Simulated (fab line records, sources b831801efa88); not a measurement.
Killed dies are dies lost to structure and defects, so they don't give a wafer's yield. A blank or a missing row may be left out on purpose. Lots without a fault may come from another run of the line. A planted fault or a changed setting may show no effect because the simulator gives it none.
A struck lot beside a sound one | flow sky130 | 14 steps out of a route of 708
Sound: wafers L944.1, L944.3, L944.4. Struck: wafers L942.1, L942.3, L942.5. The cause comes at the end.
At each step with rows: each side's tool, then ch and its chambers, then its first start. Under that, the readings that differ: sound wafers | struck wafers | difference of the means | sigmas: that difference in standard deviations of wafers without a fault.
alike: readings whose means differ by less than 2 such deviations, and words and numbers that are the same on both sides. not compared: withheld readings, readings that some wafer has no value for, bounds like >300 that may hide the same value, and numbers for which the record gives no deviation and whose values overlap.
The two part at a step that has a row with sigmas, a row that says differs or no value, or rows on one side only. Numbers that don't overlap but have no deviation are shown without sigmas and don't part them. A reading that every wafer of one side lacks parts them only if that side has two wafers or more.

first, 1 step without rows for these wafers: SKY_VT_ADJUST_HVTR_DEVELOP_06 (develop time 60 s).
SKY_VT_ADJUST_HVTR_CD_MEAS_07: target cd 380 nm.
  sound on cd_sem-02, day 13 12:59; struck on cd_sem-01, day 13 09:29
  alike: cd_nm
SKY_VT_ADJUST_HVTR_OVL_MEAS_08:
  sound on overlay-02, day 13 13:06; struck on overlay-02, day 13 09:36
  alike: VT_ADJUST_HVTR_OVL
then, 1 step without rows for these wafers: SKY_VT_ADJUST_HVTR_IMPLANT_09.
SKY_VT_ADJUST_HVTR_STRIP_10: strips in O2/N2.
  sound on plasma_asher-01 ch 0,1, day 13 13:17; struck on plasma_asher-04 ch 0,1, day 13 09:47
  alike: drypump_motor_current_A, oes_product_au, strip_time_to_endpoint_s
  not compared: rf_hours_counter_h
SKY_VT_ADJUST_HVTR_TW_MEAS_11:
  sound on film_metro-01, day 13 13:23; struck on film_metro-03, day 13 09:53
  reading           | sound             | struck            | difference | sigmas
  VT_ADJUST_HVTR_TW | 212.9 212.4 213.1 | 208.5 207.8 207.8 | -4.8       | -2
then, 6 steps without rows for these wafers: SKY_VT_ADJUST_PCH_DEHYDRATE_00 (time 60 s); SKY_VT_ADJUST_PCH_HMDS_01 (prime time 60 s); SKY_VT_ADJUST_PCH_COAT_02 (resist thk 3000 nm); SKY_VT_ADJUST_PCH_SOFTBAKE_03; SKY_VT_ADJUST_PCH_EXPOSE_04 (exposes mask NWM, target cd 840 nm); SKY_VT_ADJUST_PCH_PEB_05.
SKY_VT_ADJUST_PCH_DEVELOP_06: develop time 60 s.
  sound on litho_track-03 ch 0, day 14 14:00; struck on litho_track-01, day 14 11:00
  no value came back on the struck wafers for chill_plate_temp_C (C), develop_time_s (s); on the sound wafers chill_plate_temp_C (C) reads 23.06 23.00 23.06
SKY_VT_ADJUST_PCH_OVL_MEAS_07:
  sound on overlay-02, day 14 14:41; struck on overlay-01, day 14 11:23
  reading                | sound          | struck | difference                    | sigmas
  VT_ADJUST_PCH_OVL (nm) | -0.6 -1.4 -2.7 | - - -  | no value on the struck wafers |

WHERE THEY PART
First at SKY_VT_ADJUST_HVTR_TW_MEAS_11; last, within this record, at SKY_VT_ADJUST_PCH_OVL_MEAS_07.

WHY: what the simulator had put in
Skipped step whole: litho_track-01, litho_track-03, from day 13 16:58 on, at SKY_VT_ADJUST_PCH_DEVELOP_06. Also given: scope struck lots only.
